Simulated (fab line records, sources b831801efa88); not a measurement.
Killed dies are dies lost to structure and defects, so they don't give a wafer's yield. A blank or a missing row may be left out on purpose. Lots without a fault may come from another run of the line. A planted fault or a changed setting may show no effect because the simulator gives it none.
Chamber matching | flow sfq_line | SFQ_TRILAYER_I6_CMP_CMP_166 on cmp-01: 4 sister chambers
The step polishes SiO2. 4 wafers are shown with their chamber, then 9 later ones without.

WAFERS WITH THEIR CHAMBER
wafer  | chamber | motor_current_A (A)
L383.1 | 1       | 11.2
L385.1 | 3       | 10.4
L385.2 | 0       | 9.1
L385.5 | 2       | 9.8

WAFERS WITHOUT THEIR CHAMBER
wafer  | motor_current_A (A)
L389.3 | 10.6
L389.5 | 9.8
L389.6 | 10.6
L391.3 | 9.3
L391.4 | 11.0
L391.6 | 9.8
L393.1 | 11.1
L393.4 | 9.2
L393.5 | 11.3

WHICH CHAMBER EACH WENT THROUGH
wafer  | from the rows above | in truth
L389.3 | 3                   | 3
L389.5 | 2                   | 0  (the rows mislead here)
L389.6 | 3                   | 3
L391.3 | 0                   | 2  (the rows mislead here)
L391.4 | 1                   | 1
L391.6 | 2                   | 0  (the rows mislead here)
L393.1 | 1                   | 1
L393.4 | 0                   | 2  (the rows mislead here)
L393.5 | 1                   | 1
Placed correctly: 5 of 9. Can't be placed from these rows: 0. Placed wrongly: 4.
How it was worked out, from the rows above alone: a wafer's distance from a chamber is the root of the sum, over the readings, of the square of ((its reading less the chamber's mean) divided by the reading's scatter). The wafer belongs to the nearest chamber; if the next one is less than 2 further off, it can't be placed. A chamber's mean is the mean of its shown wafers. The scatter: with one shown wafer a chamber, the root of the mean of the squares of how far each hidden wafer lies from its nearest shown one.
